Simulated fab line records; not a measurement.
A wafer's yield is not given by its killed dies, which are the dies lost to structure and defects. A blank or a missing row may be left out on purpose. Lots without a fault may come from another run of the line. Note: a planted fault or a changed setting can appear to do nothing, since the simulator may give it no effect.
Which tool was responsible? | flow sky130 | 13 lots with 39 wafers sampled at 5 steps, on a route of 708 steps

## WHAT THE GAUGES READ, wafer by wafer
SKY_LOCAL_INTERCONNECT_RS_MEAS_01: uses a four-point probe to measure. Usual: for LOCAL_INTERCONNECT_TIN_RS the level is 14.13 ohm/sq and the standard deviation is 0.16.
lot  | measured     | on            | LOCAL_INTERCONNECT_TIN_RS (ohm/sq) | flag
L485 | day 29 11:12 | film-metro-02 | 14.60 14.15 14.46                  |
L486 | day 29 19:16 | film-metro-04 | 14.05 14.13 14.14                  |
L487 | day 30 07:15 | film-metro-01 | 14.10 14.00 14.18                  |
L488 | day 30 14:58 | film-metro-01 | 14.00 14.09 14.14                  |
L489 | day 30 15:40 | film-metro-01 | 13.97 13.88 14.05                  |
L490 | day 30 18:49 | film-metro-01 | 14.13 14.27 13.94                  |
L491 | day 31 11:43 | film-metro-04 | 13.88 13.94 13.97                  |
L492 | day 31 17:56 | film-metro-04 | 14.38 14.39 14.28                  |
L496 | day 32 18:13 | film-metro-01 | 14.28 14.27 14.32                  |
L497 | day 33 07:05 | film-metro-04 | 13.90 13.93 14.10                  |
L503 | day 35 10:57 | film-metro-04 | 14.16 14.06 14.15                  |
L504 | day 35 18:16 | film-metro-04 | 14.05 13.89 14.16                  |
L506 | day 36 00:23 | film-metro-01 | 14.22 14.04 13.97                  |

SKY_LOCAL_INTERCONNECT_OVL_MEAS_12. Usual: for LOCAL_INTERCONNECT_OVL the level is 2 nm and the standard deviation is 5.8.
lot  | measured     | on         | LOCAL_INTERCONNECT_OVL (nm) | flag
L485 | day 30 15:52 | overlay-01 | -2 7 2                      |
L486 | day 30 23:24 | overlay-02 | 5 1 4                       |
L487 | day 31 10:47 | overlay-01 | -9 -6 1                     |
L488 | day 31 18:17 | overlay-01 | 68 69 72                    | OFF
L489 | day 31 19:17 | overlay-01 | -6 -6 3                     |
L490 | day 31 22:45 | overlay-02 | 69 75 72                    | OFF
L491 | day 32 15:04 | overlay-01 | 74 74 67                    | OFF
L492 | day 32 21:32 | overlay-01 | 6 8 7                       |
L496 | day 33 21:37 | overlay-02 | -5 -3 -1                    |
L497 | day 34 10:06 | overlay-02 | 3 5 15                      |
L503 | day 36 13:31 | overlay-02 | 9 6 4                       |
L504 | day 36 20:26 | overlay-02 | 16 9 13                     |
L506 | day 37 02:11 | overlay-01 | 6 5 11                      |

## EACH LOT AND THE TOOL THAT RAN IT (in order: tool; ch and the chambers of the sampled wafers; start)
lot  | SKY_LI_CONTACT_ETCH_15             | SKY_LI_CONTACT_CVD_21         | SKY_LOCAL_INTERCONNECT_EXPOSE_08
L485 | rie-diel-01 ch 2,3, day 29 09:59   | cvd-w-01 ch 0,1, day 29 10:31 | krf-scanner-01 ch 0, day 30 01:32
L486 | rie-diel-03 ch 1,2,3, day 29 18:02 | cvd-w-01 ch 0,1, day 29 18:35 | krf-scanner-02 ch 0, day 30 09:28
L487 | rie-diel-03 ch 0,2,3, day 30 06:01 | cvd-w-02 ch 0,1, day 30 06:35 | krf-scanner-02 ch 0, day 30 20:56
L488 | rie-diel-03 ch 0,2,3, day 30 13:46 | cvd-w-02 ch 0,1, day 30 14:17 | krf-scanner-02 ch 0, day 31 04:08
L489 | rie-diel-02 ch 1,2,3, day 30 14:19 | cvd-w-01 ch 0,1, day 30 14:59 | krf-scanner-01 ch 0, day 31 05:52
L490 | rie-diel-03 ch 2,3, day 30 17:37   | cvd-w-02 ch 0,1, day 30 18:08 | krf-scanner-02 ch 0, day 31 08:44
L491 | rie-diel-01 ch 0,2,3, day 31 10:31 | cvd-w-01 ch 0, day 31 11:02   | krf-scanner-02 ch 0, day 32 01:44
L492 | rie-diel-02 ch 0,1, day 31 16:43   | cvd-w-02 ch 0,1, day 31 17:16 | krf-scanner-01 ch 0, day 32 07:44
L496 | rie-diel-02 ch 1,2,3, day 32 17:02 | cvd-w-02 ch 0,1, day 32 17:34 | krf-scanner-01 ch 0, day 33 08:56
L497 | rie-diel-01 ch 2,3, day 33 05:55   | cvd-w-02 ch 0,1, day 33 06:26 | krf-scanner-01 ch 0, day 33 20:37
L503 | rie-diel-02 ch 1,2, day 35 09:46   | cvd-w-01 ch 0,1, day 35 10:17 | krf-scanner-01 ch 0, day 36 00:29
L504 | rie-diel-03 ch 0,1, day 35 17:04   | cvd-w-01 ch 0,1, day 35 17:35 | krf-scanner-01 ch 0, day 36 07:12
L506 | rie-diel-01 ch 1,2, day 35 23:10   | cvd-w-01 ch 0,1, day 35 23:43 | krf-scanner-01 ch 0, day 36 13:44
- SKY_LI_CONTACT_ETCH_15: etches PSG in C4F8/O2/Ar, stops on Si, target depth 600 nm.
- SKY_LI_CONTACT_CVD_21: deposits W, target thk 400 nm, time 120.56 s.
- SKY_LOCAL_INTERCONNECT_EXPOSE_08: exposes mask LI1M, target cd 170 nm.

## WHAT THE TOOLS THEMSELVES READ (means of the sampled wafers that have a number; where no wafer has one, the mark that the record gives instead)
SKY_LI_CONTACT_ETCH_15. Usual: chamber-pressure-mTorr 40.00 mTorr, standard deviation 0.04; oes-product-au 0.837 a.u., standard deviation 0.0046; rf-fwd-power-W 1494 W, standard deviation 5.
lot  | tool        | chamber-pressure-mTorr (mTorr) | oes-product-au (a.u.) | rf-fwd-power-W (W) | flag
L485 | rie-diel-01 | 40.03                          | 0.845                 | 1493               |
L486 | rie-diel-03 | 40.00                          | 0.838                 | 1492               |
L487 | rie-diel-03 | 40.00                          | 0.834                 | 1489               |
L488 | rie-diel-03 | 40.03                          | 0.835                 | 1488               |
L489 | rie-diel-02 | 39.95                          | 0.836                 | 1494               |
L490 | rie-diel-03 | 39.99                          | 0.840                 | 1496               |
L491 | rie-diel-01 | 40.00                          | 0.832                 | 1494               |
L492 | rie-diel-02 | 39.98                          | 0.837                 | 1495               |
L496 | rie-diel-02 | 40.05                          | 0.838                 | 1497               |
L497 | rie-diel-01 | 39.98                          | 0.833                 | 1494               |
L503 | rie-diel-02 | 40.02                          | 0.837                 | 1490               |
L504 | rie-diel-03 | 39.99                          | 0.835                 | 1493               |
L506 | rie-diel-01 | 40.00                          | 0.833                 | 1492               |

SKY_LI_CONTACT_CVD_21. Usual: heater-power-w 882 W, standard deviation 50; susceptor-temp-C 400.02 C, standard deviation 0.2.
lot  | tool     | heater-power-w (W) | susceptor-temp-C (C) | flag
L485 | cvd-w-01 | 871                | 400.12               |
L486 | cvd-w-01 | 905                | 400.21               |
L487 | cvd-w-02 | 891                | 400.01               |
L488 | cvd-w-02 | 884                | 400.05               |
L489 | cvd-w-01 | 900                | 399.92               |
L490 | cvd-w-02 | 896                | 399.97               |
L491 | cvd-w-01 | 820                | 399.82               |
L492 | cvd-w-02 | 877                | 399.96               |
L496 | cvd-w-02 | 868                | 400.08               |
L497 | cvd-w-02 | 873                | 399.99               |
L503 | cvd-w-01 | 857                | 400.19               |
L504 | cvd-w-01 | 855                | 400.01               |
L506 | cvd-w-01 | 893                | 400.08               |

## THE ANSWER, worked out from the rows above alone
Rule: take the mean of a lot's wafers that have a number; if it is more than 3 standard deviations from the usual mean, the lot is off. A lot without any number at a reading at which 4 lots or more have one is off too. Where the step has rows for the other lots, those lots are counted as sound. The gauges are gone through in route order, then the tools' own readings, and for those a lot's mean is taken as printed above. At the first step where some lot is off, the reading lying furthest off is the one used; lots without a number count as furthest.
Off: L488, L490, L491, seen at SKY_LOCAL_INTERCONNECT_OVL_MEAS_12 (LOCAL_INTERCONNECT_OVL).
A tool fits if, at a process step before that reading, it ran every lot that is off, and no sound lot after the first of them. Those tools and the gauges at SKY_LOCAL_INTERCONNECT_OVL_MEAS_12 are tried in the same way. One fits: SKY_LOCAL_INTERCONNECT_EXPOSE_08 on krf-scanner-02. Its last sound lot is L487 (day 30 20:56), its first lot that is off L488 (day 31 04:08): a fault that began between those two fits.

## WHAT HAD BEEN PUT IN BY THE SIMULATOR
Scanner matching overlay: krf-scanner-02, from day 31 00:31 on, at SKY_LOCAL_INTERCONNECT_EXPOSE_08. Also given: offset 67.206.
Struck lots among those shown: L488, L490, L491. Same finding as the rule above.
